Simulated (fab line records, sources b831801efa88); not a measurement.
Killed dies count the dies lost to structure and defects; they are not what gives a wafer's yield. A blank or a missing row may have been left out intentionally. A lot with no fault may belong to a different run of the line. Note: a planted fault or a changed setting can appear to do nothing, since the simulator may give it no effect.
8D (eight disciplines) problem report, filled in by code	flow gf180mcu	the parts of the form that need people (team, actions taken, sign-off) are left out

== 1. WHAT IS WRONG ==
cd nm at GF_V2_CD_MEAS_14 reads a mean of 280.0 nm on 6 wafers of 2 lots; wafers without a fault read 259.8 nm with a standard deviation of 1.5. That puts it +13 standard deviations away from the usual mean.
The step: target cd 260 nm.
First observed at day 25 03:05: wafer L324.2, on cd sem-01. The record has a number at this step for 36 wafers belonging to 12 lots. Rule for "out", or "out of limits": more than 4 standard deviations from the usual mean. All remaining wafers that have a number are taken as sound.

== 2. WHAT IT IS AND WHAT IT IS NOT ==
question	is	is not
which readings at this step	cd nm	-
which lots	L324, L325	L312, L313, L314, L315, L317, L319, L320, L331, L332, L333
which wafers of those lots	all that have a number	-
read on which gauges	cd sem-01, cd sem-02	-
when	from day 25 03:05	up to then (21 sound wafers); but 9 sound wafers of L331, L332, L333 came after

== 3. WHAT RULES OUT EACH SUSPECT ==
Counting: a tool at a process step up to the reading stays a suspect if it ran every lot that is out and no sound lot after the first of them.
- the gauge at GF_V2_CD_MEAS_14 has been ruled out. 2 gauges (cd sem-01, cd sem-02) read the wafers that are out.
- litho track-02 at GF_V2_SOFTBAKE_10 (time 61.03 s): kept. It processed each lot that is out, first L324 at day 24 16:00, and no sound lot thereafter; up to then, the last sound lot it processed was L319 at day 22 18:00. On those wafers its own readings are out: heater power total W, plate sensor t centre C, plate sensor t edge C.
Left after counting: litho track-02 at GF_V2_SOFTBAKE_10.

== 4. THE CAUSE (what the simulator had put in) ==
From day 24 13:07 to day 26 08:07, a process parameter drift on litho track-02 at GF_V2_SOFTBAKE_10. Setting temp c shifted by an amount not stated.
This tool alone remained once counting was done.

== 5. THE EFFECT CHAIN, in route order ==
One row per reading whose mean, taken over the struck wafers that have a number, lies over 3 standard deviations from the usual. Scope: only readings with a usual standard deviation given in the record; hours: median across lots of the time from each lot's start at the first step in this table that gives one to its start at this step; sigmas: change in usual standard deviations.
hours	step	reading	usual	on struck wafers	change	sigmas
0	GF_V2_SOFTBAKE_10	heater power total W	92.92 W	98.78	+5.86	+78
0	GF_V2_SOFTBAKE_10	plate sensor t centre C	131.02 C	137.28	+6.26	+99 or more
0	GF_V2_SOFTBAKE_10	plate sensor t edge C	131.21 C	137.50	+6.29	+99 or more
11	GF_V2_CD_MEAS_14	cd nm	259.8 nm	280.0	+20.2	+13
The process steps in it:
- GF_V2_SOFTBAKE_10: time 61.03 s.

== 6. WHAT WOULD HAVE CAUGHT IT SOONER ==
In this record the first reading out of limits at a measuring or inspecting step was taken at day 25 03:05, 14 hours after the fault began at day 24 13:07.
Tool's own readings at GF_V2_SOFTBAKE_10, heater power total W, plate sensor t centre C, plate sensor t edge C: out on all struck wafers the step has rows for; an alarm limit on them would have tripped on the first.
By day 25 03:05, every lot that is out (2) had started GF_V2_SOFTBAKE_10 on litho track-02. Tool hold at that time: it would have spared none of them.
